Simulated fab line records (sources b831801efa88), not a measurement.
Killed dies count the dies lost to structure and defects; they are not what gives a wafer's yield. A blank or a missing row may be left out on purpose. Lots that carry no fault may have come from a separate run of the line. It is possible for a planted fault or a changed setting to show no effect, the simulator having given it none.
fab line records :: flow sky130
record:
  lots: 11
  wafers: 33
  last-day: 49
route steps=708 shown POLY_GATE@205 LDD_N@252 LDD_P@266
lots untouched by any fault: they come from a run of this same line in which no faults occurred
start-h: hours from the record's opening day to when the first of the lot's shown wafers began :: wait-h: how many hours have passed since the lot's step before this one :: " the same as in the row above :: L1.1+2: several wafers, shown together as one row :: - no value, or no start was given :: * or withheld: withheld :: < > ~ a bound
route shown NAME@n: a module of which the file shows steps, and the number in the route of the first :: usual: the fault-free wafers' mean and standard deviation :: same: alike in all rows :: chamber/n: place in a boat :: sites: per-site readings :: _std_site: the values' standard deviation :: _edge_site: inner sites' mean taken away from outer sites' mean :: radius-mm: for every site, how far away it sits from the centre of the wafer :: mask NAME#n: copy n :: behind: tool/chamber where the wafer was last shaped :: hold: cause of the lot's hold/its duration in hours/its outcome :: device: the n, p or np transistor that did not switch :: end of line: the tests these same wafers got at the end of their route :: a step with no rows: only its recipe :: killed: dies that structure and defects cost at the first sort, which is not the same as the wafer's yield :: map: shows each die of a wafer: x if killed, . if not, _ if none is there
set.NAME: the setting that was run; set.NAME@STEP: the one run at that earlier step :: model.NAME: the simulator's own value behind a step, which no gauge read
steps of the route over a sample of lots; a table a step, a row a wafer
services: when a tool's chamber went out of use (start-h, in hours from the record's first day, below 0 if earlier), for how many hours, and the reason
== steps ==
step: SKY_POLY_GATE_THK_MEAS_01
recipe:
  reads: poly-Si_of_POLY_GATE_CVD_00
usual:
  POLY_GATE_CVD_00_THK: 179.7/1.8
lot.wafer: L623.1
tool: film-metro-03
chamber: -
start-h: 339.96
wait-h: 0.0
POLY_GATE_CVD_00_THK[nm]: 182.4

lot.wafer: L623.4
tool: film-metro-03
chamber: -
start-h: 339.96
wait-h: 0.0
POLY_GATE_CVD_00_THK[nm]: 181.8

lot.wafer: L623.5
tool: film-metro-03
chamber: -
start-h: 339.96
wait-h: 0.0
POLY_GATE_CVD_00_THK[nm]: 182.3

lot.wafer: L622.1
tool: film-metro-02
chamber: -
start-h: 341.16
wait-h: 0.0
POLY_GATE_CVD_00_THK[nm]: 180.8

lot.wafer: L622.3
tool: film-metro-02
chamber: -
start-h: 341.16
wait-h: 0.0
POLY_GATE_CVD_00_THK[nm]: 179.8

lot.wafer: L622.6
tool: film-metro-02
chamber: -
start-h: 341.16
wait-h: 0.0
POLY_GATE_CVD_00_THK[nm]: 180.7

lot.wafer: L625.2
tool: film-metro-03
chamber: -
start-h: 366.15
wait-h: 0.0
POLY_GATE_CVD_00_THK[nm]: 182.3

lot.wafer: L625.5
tool: film-metro-03
chamber: -
start-h: 366.15
wait-h: 0.0
POLY_GATE_CVD_00_THK[nm]: 180.9

lot.wafer: L625.6
tool: film-metro-03
chamber: -
start-h: 366.15
wait-h: 0.0
POLY_GATE_CVD_00_THK[nm]: 179.0

lot.wafer: L624.1
tool: film-metro-01
chamber: -
start-h: 367.34
wait-h: 0.0
POLY_GATE_CVD_00_THK[nm]: 178.4

lot.wafer: L624.4
tool: film-metro-01
chamber: -
start-h: 367.34
wait-h: 0.0
POLY_GATE_CVD_00_THK[nm]: 177.1

lot.wafer: L624.5
tool: film-metro-01
chamber: -
start-h: 367.34
wait-h: 0.0
POLY_GATE_CVD_00_THK[nm]: 178.3

lot.wafer: L627.1
tool: film-metro-03
chamber: -
start-h: 381.73
wait-h: 0.0
POLY_GATE_CVD_00_THK[nm]: 180.5

lot.wafer: L627.4
tool: film-metro-03
chamber: -
start-h: 381.73
wait-h: 0.0
POLY_GATE_CVD_00_THK[nm]: 181.3

lot.wafer: L627.5
tool: film-metro-03
chamber: -
start-h: 381.73
wait-h: 0.0
POLY_GATE_CVD_00_THK[nm]: 182.3

lot.wafer: L626.1
tool: film-metro-02
chamber: -
start-h: 387.07
wait-h: 0.0
POLY_GATE_CVD_00_THK[nm]: 178.4

lot.wafer: L626.4
tool: film-metro-02
chamber: -
start-h: 387.07
wait-h: 0.0
POLY_GATE_CVD_00_THK[nm]: 179.1

lot.wafer: L626.5
tool: film-metro-02
chamber: -
start-h: 387.07
wait-h: 0.0
POLY_GATE_CVD_00_THK[nm]: 178.7

lot.wafer: L628.1
tool: film-metro-02
chamber: -
start-h: 403.98
wait-h: 0.0
POLY_GATE_CVD_00_THK[nm]: 179.2

lot.wafer: L628.3
tool: film-metro-02
chamber: -
start-h: 403.98
wait-h: 0.0
POLY_GATE_CVD_00_THK[nm]: 180.2

lot.wafer: L628.5
tool: film-metro-02
chamber: -
start-h: 403.98
wait-h: 0.0
POLY_GATE_CVD_00_THK[nm]: 178.5

lot.wafer: L629.1
tool: film-metro-03
chamber: -
start-h: 403.98
wait-h: 0.0
POLY_GATE_CVD_00_THK[nm]: 180.7

lot.wafer: L629.3
tool: film-metro-03
chamber: -
start-h: 403.98
wait-h: 0.0
POLY_GATE_CVD_00_THK[nm]: 180.9

lot.wafer: L629.6
tool: film-metro-03
chamber: -
start-h: 403.98
wait-h: 0.0
POLY_GATE_CVD_00_THK[nm]: 180.6

lot.wafer: L630.2
tool: film-metro-01
chamber: -
start-h: 415.21
wait-h: 0.0
POLY_GATE_CVD_00_THK[nm]: 177.0

lot.wafer: L630.3
tool: film-metro-01
chamber: -
start-h: 415.21
wait-h: 0.0
POLY_GATE_CVD_00_THK[nm]: 177.0

lot.wafer: L630.4
tool: film-metro-01
chamber: -
start-h: 415.21
wait-h: 0.0
POLY_GATE_CVD_00_THK[nm]: 176.2

lot.wafer: L631.3
tool: film-metro-03
chamber: -
start-h: 415.22
wait-h: 0.0
POLY_GATE_CVD_00_THK[nm]: 177.3

lot.wafer: L631.5
tool: film-metro-03
chamber: -
start-h: 415.22
wait-h: 0.0
POLY_GATE_CVD_00_THK[nm]: 178.1

lot.wafer: L631.6
tool: film-metro-03
chamber: -
start-h: 415.22
wait-h: 0.0
POLY_GATE_CVD_00_THK[nm]: 176.8

lot.wafer: L632.3
tool: film-metro-02
chamber: -
start-h: 423.68
wait-h: 0.0
POLY_GATE_CVD_00_THK[nm]: 179.2

lot.wafer: L632.5
tool: film-metro-02
chamber: -
start-h: 423.68
wait-h: 0.0
POLY_GATE_CVD_00_THK[nm]: 179.4

lot.wafer: L632.6
tool: film-metro-02
chamber: -
start-h: 423.68
wait-h: 0.0
POLY_GATE_CVD_00_THK[nm]: 179.0
step: SKY_POLY_GATE_ETCH_17
recipe:
  target-depth-nm: 180
  stop-on: SiO2
  over-etch-frac: 0.56667
  chemistry: HBr/Cl2
  target: poly-Si
  icp-w: 400
  bias-w: 100
  pressure-mtorr: 10
  HBr_flow_sccm: 150
  Cl2_flow_sccm: 50
  time-s: 70.5
usual:
  drypump-motor-current-A: 5.7/0.59
  oes-product-au: 0.981/0.008
  throttle-valve-pct: 33.683/0.0095
lot.wafer: L623.1
tool: rie-si-01
chamber: 0
start-h: 399.64
wait-h: 0.0
drypump-motor-current-A: 5.9
oes-product-au: 0.997
rf-hours-counter-h: 2
throttle-valve-pct: 33.670

lot.wafer: L623.4
tool: rie-si-01
chamber: 2
start-h: 399.64
wait-h: 0.0
drypump-motor-current-A: 6.7
oes-product-au: 0.979
rf-hours-counter-h: 2
throttle-valve-pct: 33.682

lot.wafer: L623.5
tool: rie-si-01
chamber: 0
start-h: 399.64
wait-h: 0.0
drypump-motor-current-A: 5.9
oes-product-au: 0.988
rf-hours-counter-h: -
throttle-valve-pct: 33.675

lot.wafer: L622.1
tool: rie-si-02
chamber: 2
start-h: 402.54
wait-h: 0.0
drypump-motor-current-A: 5.1
oes-product-au: 0.983
rf-hours-counter-h: 77
throttle-valve-pct: 33.684

lot.wafer: L622.3
tool: rie-si-02
chamber: 1
start-h: 402.54
wait-h: 0.0
drypump-motor-current-A: 6.2
oes-product-au: 0.988
rf-hours-counter-h: 38
throttle-valve-pct: 33.701

lot.wafer: L622.6
tool: rie-si-02
chamber: 1
start-h: 402.54
wait-h: 0.0
drypump-motor-current-A: 6.3
oes-product-au: 0.988
rf-hours-counter-h: -
throttle-valve-pct: 33.678

lot.wafer: L624.1
tool: rie-si-02
chamber: 3
start-h: 427.59
wait-h: 0.0
drypump-motor-current-A: 5.8
oes-product-au: 0.982
rf-hours-counter-h: 5
throttle-valve-pct: 33.684

lot.wafer: L624.4
tool: rie-si-02
chamber: 1
start-h: 427.59
wait-h: 0.0
drypump-motor-current-A: 6.2
oes-product-au: 0.967
rf-hours-counter-h: 38
throttle-valve-pct: 33.683

lot.wafer: L624.5
tool: rie-si-02
chamber: 2
start-h: 427.59
wait-h: 0.0
drypump-motor-current-A: 5.1
oes-product-au: 0.974
rf-hours-counter-h: -
throttle-valve-pct: 33.693

lot.wafer: L625.2
tool: rie-si-01
chamber: 2
start-h: 427.94
wait-h: 0.0
drypump-motor-current-A: 6.7
oes-product-au: 0.991
rf-hours-counter-h: 2
throttle-valve-pct: 33.684

lot.wafer: L625.5
tool: rie-si-01
chamber: 0
start-h: 427.94
wait-h: 0.0
drypump-motor-current-A: 5.9
oes-product-au: 0.981
rf-hours-counter-h: -
throttle-valve-pct: 33.682

lot.wafer: L625.6
tool: rie-si-01
chamber: 3
start-h: 427.94
wait-h: 0.0
drypump-motor-current-A: 5.5
oes-product-au: 0.978
rf-hours-counter-h: -
throttle-valve-pct: 33.698

lot.wafer: L627.1
tool: rie-si-01
chamber: 1
start-h: 441.19
wait-h: 0.0
drypump-motor-current-A: 4.8
oes-product-au: 0.975
rf-hours-counter-h: 0
throttle-valve-pct: 33.679

lot.wafer: L627.4
tool: rie-si-01
chamber: 0
start-h: 441.19
wait-h: 0.0
drypump-motor-current-A: 6.0
oes-product-au: 0.987
rf-hours-counter-h: 2
throttle-valve-pct: 33.685

lot.wafer: L627.5
tool: rie-si-01
chamber: 1
start-h: 441.19
wait-h: 0.0
drypump-motor-current-A: 4.8
oes-product-au: 0.982
rf-hours-counter-h: -
throttle-valve-pct: 33.680

lot.wafer: L626.1
tool: rie-si-01
chamber: 0
start-h: 450.48
wait-h: 0.0
drypump-motor-current-A: 6.0
oes-product-au: 0.977
rf-hours-counter-h: 2
throttle-valve-pct: 33.685

lot.wafer: L626.4
tool: rie-si-01
chamber: 1
start-h: 450.48
wait-h: 0.0
drypump-motor-current-A: 4.9
oes-product-au: 0.974
rf-hours-counter-h: 1
throttle-valve-pct: 33.701

lot.wafer: L626.5
tool: rie-si-01
chamber: 3
start-h: 450.48
wait-h: 0.0
drypump-motor-current-A: 5.5
oes-product-au: 0.967
rf-hours-counter-h: -
throttle-valve-pct: 33.684

lot.wafer: L628.1
tool: rie-si-01
chamber: 3
start-h: 462.99
wait-h: 0.0
drypump-motor-current-A: 5.5
oes-product-au: 0.983
rf-hours-counter-h: 3
throttle-valve-pct: 33.681

lot.wafer: L628.3
tool: rie-si-01
chamber: 0
start-h: 462.99
wait-h: 0.0
drypump-motor-current-A: 6.0
oes-product-au: 0.991
rf-hours-counter-h: 2
throttle-valve-pct: 33.681

lot.wafer: L628.5
tool: rie-si-01
chamber: 1
start-h: 462.99
wait-h: 0.0
drypump-motor-current-A: 4.9
oes-product-au: 0.979
rf-hours-counter-h: -
throttle-valve-pct: 33.684

lot.wafer: L629.1
tool: rie-si-02
chamber: 2
start-h: 464.98
wait-h: 0.0
drypump-motor-current-A: 5.1
oes-product-au: 0.993
rf-hours-counter-h: 0
throttle-valve-pct: 33.697

lot.wafer: L629.3
tool: rie-si-02
chamber: 1
start-h: 464.98
wait-h: 0.0
drypump-motor-current-A: 6.2
oes-product-au: 0.991
rf-hours-counter-h: 38
throttle-valve-pct: 33.685

lot.wafer: L629.6
tool: rie-si-02
chamber: 1
start-h: 464.98
wait-h: 0.0
drypump-motor-current-A: 6.2
oes-product-au: 0.986
rf-hours-counter-h: -
throttle-valve-pct: 33.695

lot.wafer: L631.3
tool: rie-si-02
chamber: 0
start-h: 477.54
wait-h: 0.0
drypump-motor-current-A: 5.6
oes-product-au: 0.978
rf-hours-counter-h: 3
throttle-valve-pct: 33.674

lot.wafer: L631.5
tool: rie-si-02
chamber: 2
start-h: 477.54
wait-h: 0.0
drypump-motor-current-A: 5.0
oes-product-au: 0.980
rf-hours-counter-h: -
throttle-valve-pct: 33.694

lot.wafer: L631.6
tool: rie-si-02
chamber: 1
start-h: 477.54
wait-h: 0.0
drypump-motor-current-A: 6.2
oes-product-au: 0.970
rf-hours-counter-h: -
throttle-valve-pct: 33.679

lot.wafer: L630.2
tool: rie-si-01
chamber: 3
start-h: 478.84
wait-h: 0.0
drypump-motor-current-A: 5.4
oes-product-au: 0.970
rf-hours-counter-h: 3
throttle-valve-pct: 33.678

lot.wafer: L630.3
tool: rie-si-01
chamber: 0
start-h: 478.84
wait-h: 0.0
drypump-motor-current-A: 6.0
oes-product-au: 0.971
rf-hours-counter-h: 3
throttle-valve-pct: 33.663

lot.wafer: L630.4
tool: rie-si-01
chamber: 2
start-h: 478.84
wait-h: 0.0
drypump-motor-current-A: 6.7
oes-product-au: 0.974
rf-hours-counter-h: 3
throttle-valve-pct: 33.682

lot.wafer: L632.3
tool: rie-si-02
chamber: 0
start-h: 486.08
wait-h: 0.0
drypump-motor-current-A: 5.5
oes-product-au: 0.985
rf-hours-counter-h: 3
throttle-valve-pct: 33.701

lot.wafer: L632.5
tool: rie-si-02
chamber: 1
start-h: 486.08
wait-h: 0.0
drypump-motor-current-A: 6.3
oes-product-au: 0.983
rf-hours-counter-h: -
throttle-valve-pct: 33.669

lot.wafer: L632.6
tool: rie-si-02
chamber: 0
start-h: 486.08
wait-h: 0.0
drypump-motor-current-A: 5.5
oes-product-au: 0.978
rf-hours-counter-h: -
throttle-valve-pct: 33.675
step: SKY_LDD_N_IMPLANT_15
recipe:
  species: BF2
  energy-kev: 50
  dose-cm2: 5e+12
  tilt-deg: 30
  rotation-deg: 270
usual:
  implant-ion-amu: 49/0
lot.wafer: L622.1
tool: implanter-02
chamber: 0
start-h: 438.09
wait-h: 0.1
implant-ion-amu: 49

lot.wafer: L622.3
tool: implanter-02
chamber: 0
start-h: 438.09
wait-h: 0.1
implant-ion-amu: 49

lot.wafer: L622.6
tool: implanter-02
chamber: 0
start-h: 438.09
wait-h: 0.1
implant-ion-amu: 49

lot.wafer: L623.1
tool: implanter-04
chamber: 0
start-h: 438.78
wait-h: 0.1
implant-ion-amu: 49

lot.wafer: L623.4
tool: implanter-04
chamber: 0
start-h: 438.78
wait-h: 0.1
implant-ion-amu: 49

lot.wafer: L623.5
tool: implanter-04
chamber: 0
start-h: 438.78
wait-h: 0.1
implant-ion-amu: 49

lot.wafer: L625.2
tool: implanter-01
chamber: 0
start-h: 466.81
wait-h: 0.1
implant-ion-amu: 49

lot.wafer: L625.5
tool: implanter-01
chamber: 0
start-h: 466.81
wait-h: 0.1
implant-ion-amu: 49

lot.wafer: L625.6
tool: implanter-01
chamber: 0
start-h: 466.81
wait-h: 0.1
implant-ion-amu: 49

lot.wafer: L624.1
tool: implanter-04
chamber: 0
start-h: 467.09
wait-h: 0.1
implant-ion-amu: 49

lot.wafer: L624.4
tool: implanter-04
chamber: 0
start-h: 467.09
wait-h: 0.1
implant-ion-amu: 49

lot.wafer: L624.5
tool: implanter-04
chamber: 0
start-h: 467.09
wait-h: 0.1
implant-ion-amu: 49

lot.wafer: L627.1
tool: implanter-02
chamber: 0
start-h: 475.39
wait-h: 0.1
implant-ion-amu: 49

lot.wafer: L627.4
tool: implanter-02
chamber: 0
start-h: 475.39
wait-h: 0.1
implant-ion-amu: 49

lot.wafer: L627.5
tool: implanter-02
chamber: 0
start-h: 475.39
wait-h: 0.1
implant-ion-amu: 49

lot.wafer: L626.1
tool: implanter-01
chamber: 0
start-h: 484.43
wait-h: 0.1
implant-ion-amu: 49

lot.wafer: L626.4
tool: implanter-01
chamber: 0
start-h: 484.43
wait-h: 0.1
implant-ion-amu: 49

lot.wafer: L626.5
tool: implanter-01
chamber: 0
start-h: 484.43
wait-h: 0.1
implant-ion-amu: 49

lot.wafer: L628.1
tool: implanter-04
chamber: 0
start-h: 495.69
wait-h: 0.1
implant-ion-amu: 49

lot.wafer: L628.3
tool: implanter-04
chamber: 0
start-h: 495.69
wait-h: 0.1
implant-ion-amu: 49

lot.wafer: L628.5
tool: implanter-04
chamber: 0
start-h: 495.69
wait-h: 0.1
implant-ion-amu: 49

lot.wafer: L629.1
tool: implanter-01
chamber: 0
start-h: 499.10
wait-h: 0.1
implant-ion-amu: 75

lot.wafer: L629.3
tool: implanter-01
chamber: 0
start-h: 499.10
wait-h: 0.1
implant-ion-amu: 75

lot.wafer: L629.6
tool: implanter-01
chamber: 0
start-h: 499.10
wait-h: 0.1
implant-ion-amu: 75

lot.wafer: L631.3
tool: implanter-02
chamber: 0
start-h: 509.69
wait-h: 0.1
implant-ion-amu: 75

lot.wafer: L631.5
tool: implanter-02
chamber: 0
start-h: 509.69
wait-h: 0.1
implant-ion-amu: 75

lot.wafer: L631.6
tool: implanter-02
chamber: 0
start-h: 509.69
wait-h: 0.1
implant-ion-amu: 75

lot.wafer: L630.2
tool: implanter-02
chamber: 0
start-h: 511.70
wait-h: 0.1
implant-ion-amu: 75

lot.wafer: L630.3
tool: implanter-02
chamber: 0
start-h: 511.70
wait-h: 0.1
implant-ion-amu: 75

lot.wafer: L630.4
tool: implanter-02
chamber: 0
start-h: 511.70
wait-h: 0.1
implant-ion-amu: 75

lot.wafer: L632.3
tool: implanter-02
chamber: 0
start-h: 518.74
wait-h: 0.1
implant-ion-amu: 75

lot.wafer: L632.5
tool: implanter-02
chamber: 0
start-h: 518.74
wait-h: 0.1
implant-ion-amu: 75

lot.wafer: L632.6
tool: implanter-02
chamber: 0
start-h: 518.74
wait-h: 0.1
implant-ion-amu: 75
step: SKY_LDD_P_TW_MEAS_11
usual:
  LDD_P_TW: 636/4.7
lot.wafer: L622.1
tool: film-metro-04
chamber: -
start-h: 469.15
wait-h: 0.1
LDD_P_TW: 640

lot.wafer: L622.3
tool: film-metro-04
chamber: -
start-h: 469.15
wait-h: 0.1
LDD_P_TW: 641

lot.wafer: L622.6
tool: film-metro-04
chamber: -
start-h: 469.15
wait-h: 0.1
LDD_P_TW: 642

lot.wafer: L623.1
tool: film-metro-02
chamber: -
start-h: 469.75
wait-h: 0.1
LDD_P_TW: 635

lot.wafer: L623.4
tool: film-metro-02
chamber: -
start-h: 469.75
wait-h: 0.1
LDD_P_TW: 635

lot.wafer: L623.5
tool: film-metro-02
chamber: -
start-h: 469.75
wait-h: 0.1
LDD_P_TW: 636

lot.wafer: L625.2
tool: film-metro-03
chamber: -
start-h: 497.71
wait-h: 0.1
LDD_P_TW: 635

lot.wafer: L625.5
tool: film-metro-03
chamber: -
start-h: 497.71
wait-h: 0.1
LDD_P_TW: 629

lot.wafer: L625.6
tool: film-metro-03
chamber: -
start-h: 497.71
wait-h: 0.1
LDD_P_TW: 632

lot.wafer: L624.1
tool: film-metro-02
chamber: -
start-h: 498.60
wait-h: 0.1
LDD_P_TW: 637

lot.wafer: L624.4
tool: film-metro-02
chamber: -
start-h: 498.60
wait-h: 0.1
LDD_P_TW: 634

lot.wafer: L624.5
tool: film-metro-02
chamber: -
start-h: 498.60
wait-h: 0.1
LDD_P_TW: 635

lot.wafer: L627.1
tool: film-metro-04
chamber: -
start-h: 505.71
wait-h: 0.1
LDD_P_TW: 644

lot.wafer: L627.4
tool: film-metro-04
chamber: -
start-h: 505.71
wait-h: 0.1
LDD_P_TW: 639

lot.wafer: L627.5
tool: film-metro-04
chamber: -
start-h: 505.71
wait-h: 0.1
LDD_P_TW: 644

lot.wafer: L626.1
tool: film-metro-03
chamber: -
start-h: 515.60
wait-h: 0.1
LDD_P_TW: 633

lot.wafer: L626.4
tool: film-metro-03
chamber: -
start-h: 515.60
wait-h: 0.1
LDD_P_TW: 635

lot.wafer: L626.5
tool: film-metro-03
chamber: -
start-h: 515.60
wait-h: 0.1
LDD_P_TW: 628

lot.wafer: L628.1
tool: film-metro-04
chamber: -
start-h: 526.05
wait-h: 0.1
LDD_P_TW: 645

lot.wafer: L628.3
tool: film-metro-04
chamber: -
start-h: 526.05
wait-h: 0.1
LDD_P_TW: 643

lot.wafer: L628.5
tool: film-metro-04
chamber: -
start-h: 526.05
wait-h: 0.1
LDD_P_TW: 648

lot.wafer: L629.1
tool: film-metro-04
chamber: -
start-h: 529.95
wait-h: 0.1
LDD_P_TW: 641

lot.wafer: L629.3
tool: film-metro-04
chamber: -
start-h: 529.95
wait-h: 0.1
LDD_P_TW: 639

lot.wafer: L629.6
tool: film-metro-04
chamber: -
start-h: 529.95
wait-h: 0.1
LDD_P_TW: 644

lot.wafer: L631.3
tool: film-metro-04
chamber: -
start-h: 540.08
wait-h: 0.1
LDD_P_TW: 640

lot.wafer: L631.5
tool: film-metro-04
chamber: -
start-h: 540.08
wait-h: 0.1
LDD_P_TW: 641

lot.wafer: L631.6
tool: film-metro-04
chamber: -
start-h: 540.08
wait-h: 0.1
LDD_P_TW: 640

lot.wafer: L630.2
tool: film-metro-04
chamber: -
start-h: 542.87
wait-h: 0.1
LDD_P_TW: 645

lot.wafer: L630.3
tool: film-metro-04
chamber: -
start-h: 542.87
wait-h: 0.1
LDD_P_TW: 643

lot.wafer: L630.4
tool: film-metro-04
chamber: -
start-h: 542.87
wait-h: 0.1
LDD_P_TW: 639

lot.wafer: L632.3
tool: film-metro-03
chamber: -
start-h: 549.62
wait-h: 0.1
LDD_P_TW: 633

lot.wafer: L632.5
tool: film-metro-03
chamber: -
start-h: 549.62
wait-h: 0.1
LDD_P_TW: 634

lot.wafer: L632.6
tool: film-metro-03
chamber: -
start-h: 549.62
wait-h: 0.1
LDD_P_TW: 629
== services ==
tool: implanter-04
chamber: -
start-h: 395.04
hours: 38.2
kind: repair

tool: rie-si-02
chamber: 2
start-h: 403.38
hours: -
kind: clean

tool: rie-si-02
chamber: 2
start-h: 403.38
hours: 21.3
kind: scheduled-down

tool: rie-si-02
chamber: 2
start-h: 403.38
hours: 21.3
kind: vent-cycle

tool: implanter-02
chamber: -
start-h: 404.10
hours: 8.3
kind: repair

tool: rie-si-02
chamber: -
start-h: 433.20
hours: 28.1
kind: pm

tool: implanter-01
chamber: -
start-h: 437.03
hours: 20.8
kind: pm

tool: implanter-02
chamber: -
start-h: 444.59
hours: 3.7
kind: repair

tool: implanter-02
chamber: -
start-h: 445.38
hours: 1.2
kind: repair

tool: rie-si-02
chamber: -
start-h: 479.51
hours: 0.4
kind: repair

tool: implanter-04
chamber: -
start-h: 488.31
hours: 3.2
kind: pm

tool: implanter-01
chamber: -
start-h: 488.58
hours: 4.3
kind: pm

tool: implanter-02
chamber: -
start-h: 497.28
hours: 1.9
kind: repair

tool: rie-si-02
chamber: -
start-h: 505.51
hours: 0.5
kind: repair

tool: rie-si-02
chamber: 3
start-h: 510.88
hours: 14.4
kind: repair
== key ==
first-sign:
  step: SKY_LDD_N_IMPLANT_15
  reading: implant-ion-amu
  direction: up
  sigmas: 99+
  usual: 49
  struck: 75
effect none on later readings
met-at SKY_LDD_N_IMPLANT_15
struck-lots L629,L630,L631,L632
tester-left-out L629,L630,L631,L632
not-acting-at SKY_POLY_GATE_THK_MEAS_01,SKY_POLY_GATE_ETCH_17,SKY_LDD_P_TW_MEAS_11
onset-between 495.69 499.10
fault:
  kind: wrong-recipe-download
  tool: implanter-01,implanter-02,implanter-04
  chamber: -
  onset-h: 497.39
  steps: SKY_LDD_N_IMPLANT_15
  wrong-recipe.not-listed: 1
tester-left-out: of these lots the tester's yield and bins aren't shown, on N5 and GAA mostly nor the transistor test; their killed dies are dies lost to structure and defects alone, not to doping, threshold or leakage, so they don't give the yield
